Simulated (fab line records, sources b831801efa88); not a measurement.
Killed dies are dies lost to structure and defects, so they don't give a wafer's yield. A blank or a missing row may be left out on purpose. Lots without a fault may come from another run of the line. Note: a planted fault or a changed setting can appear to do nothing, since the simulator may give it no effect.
Matching of chambers -- flow sky130 -- 4 sister chambers for SKY_VIA2_ETCH_15 on rie-diel-03
The step etches SiO2 in C4F8/O2/Ar, stops on TiN, target depth 546 nm, time 84 s. 30 wafers are shown with their chamber, then 12 later ones without.

EACH WAFER AND ITS CHAMBER
wafer,chamber,oes-product-au (a.u.)
L074.3,0,0.938
L074.4,1,0.938
L074.5,2,0.942
L075.3,2,0.941
L075.4,3,0.938
L075.6,3,0.943
L078.1,1,0.936
L078.2,0,0.939
L078.3,3,0.934
L078.4,2,0.930
L078.5,1,0.936
L078.6,2,0.938
L080.2,3,0.943
L080.5,3,0.935
L080.6,0,0.945
L083.3,0,0.941
L083.5,0,0.939
L083.6,1,0.933
L086.1,2,0.943
L086.2,3,0.935
L086.3,0,0.931
L086.4,2,0.947
L086.5,0,0.943
L086.6,3,0.937
L089.3,3,0.936
L089.5,2,0.936
L089.6,0,0.942
L093.2,0,0.935
L093.4,2,0.936
L093.6,0,0.940

SIGNATURES (averages over the wafers above)
reading,chamber 0,chamber 1,chamber 2,chamber 3,scatter within a chamber
oes-product-au,0.93930,0.93575,0.93912,0.93763,0.00411
Rule: for each reading, subtract the chamber's mean from the wafer's reading, divide by that reading's scatter and square the result; add these up over the readings and take the root, which gives the wafer's distance from the chamber. The wafer belongs to the nearest chamber; if the next one is less than 2 further off, it can't be placed. How the scatter is found: for the shown wafers, subtract from each reading the mean of its chamber, square and add these, divide the total by (wafers less chambers), then take the root.

WAFERS WITH NO CHAMBER GIVEN
wafer,oes-product-au (a.u.)
L094.1,0.937
L094.2,0.939
L094.3,0.941
L094.4,0.944
L094.5,0.934
L094.6,0.940
L095.2,0.942
L095.5,0.936
L095.6,0.940
L096.1,0.936
L096.2,0.929
L096.6,0.936

THE CHAMBER EACH PASSED THROUGH
wafer,from the rows above,in truth
L094.1,can't be placed: 3 or 1 or 2 or 0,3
L094.2,can't be placed: 2 or 0 or 3 or 1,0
L094.3,can't be placed: 0 or 2 or 3 or 1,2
L094.4,can't be placed: 0 or 2 or 3 or 1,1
L094.5,can't be placed: 1 or 3 or 2 or 0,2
L094.6,can't be placed: 0 or 2 or 3 or 1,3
L095.2,can't be placed: 0 or 2 or 3 or 1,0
L095.5,can't be placed: 1 or 3 or 2 or 0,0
L095.6,can't be placed: 0 or 2 or 3 or 1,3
L096.1,can't be placed: 1 or 3 or 2 or 0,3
L096.2,can't be placed: 1 or 3 or 2 or 0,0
L096.6,can't be placed: 1 or 3 or 2 or 0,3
Correctly placed: 0 of 12. Not placeable from these rows: 12 (in 12, the candidates include the true chamber). Wrongly placed: 0.
